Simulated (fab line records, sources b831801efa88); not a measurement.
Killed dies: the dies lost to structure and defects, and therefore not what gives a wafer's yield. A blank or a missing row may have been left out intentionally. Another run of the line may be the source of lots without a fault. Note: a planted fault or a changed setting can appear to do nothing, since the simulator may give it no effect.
The same fault as seen by 2 desks | flow gf180mcu | every desk sees just its own numbers, and what lay behind them comes last

## AT THE TOOL OWNER'S DESK: pvd-sputter-04
The tool's own readings at GF_TOP_METAL_SPUTTER_04 (material TiN, target thk 25 nm, time 20.8 s): means of the sampled wafers that have a number, for each lot that ran on this tool. The brackets show how far a lot's mean lies from the usual mean; more than 4 standard deviations puts the lot out of limits, marked OUT.
Columns: A = throttle-valve-pct at GF_TOP_METAL_SPUTTER_04, usual 29.3 %
lot  | first seen here | A
L700 | day 32 04:29    | 28.6
L703 | day 32 16:56    | 28.4
L705 | day 33 04:24    | 28.9
This desk found nothing out of limits on any of the 3 lots.

## AT THE METROLOGY DESK
Lot by lot, what the gauges showed, no matter which tool ran the lot: averages of those sampled wafers that carry a number. The brackets show how far a lot's mean lies from the usual mean; more than 4 standard deviations puts the lot out of limits, marked OUT.
Columns: A = V5_W_RS at GF_V5_RS_MEAS_24, usual 0.327 ohm/sq; B = V5_W_THK at GF_V5_THK_MEAS_25, usual 346 nm; C = TOP_METAL_ALCU_RS at GF_TOP_METAL_RS_MEAS_05, usual 0.0323 ohm/sq; D = TOP_METAL_ALCU_THK at GF_TOP_METAL_THK_MEAS_06, usual 904 nm; E = cd-nm at GF_TOP_METAL_CD_MEAS_14, usual 440.1 nm; F = TOP_METAL_OVL at GF_TOP_METAL_OVL_MEAS_15, usual -0.5 nm
lot  | first seen here | A     | B   | C      | D   | E     | F
L690 | day 29 05:10    | 0.326 | 347 | 0.0321 | 906 | 439.4 | -0.5
L700 | day 32 03:32    | 0.326 | 342 | 0.0324 | 898 | 436.7 | 0.3
L703 | day 32 16:16    | 0.324 | 349 | 0.0332 | 886 | 443.0 | -1.3
L704 | day 32 21:08    | 0.323 | 351 | 0.0321 | 915 | 437.9 | 2.2
L705 | day 33 03:35    | 0.331 | 342 | 0.0326 | 893 | 442.4 | 1.8
L706 | day 33 09:23    | 0.330 | 343 | 0.0318 | 923 | 440.2 | -2.5
This desk found nothing out of limits on any of the 6 lots.

## PUT TOGETHER
The tool owner's desk saw nothing out of limits.
At the metrology desk, nothing out of limits was observed.

## WHAT THE SIMULATOR PUT IN
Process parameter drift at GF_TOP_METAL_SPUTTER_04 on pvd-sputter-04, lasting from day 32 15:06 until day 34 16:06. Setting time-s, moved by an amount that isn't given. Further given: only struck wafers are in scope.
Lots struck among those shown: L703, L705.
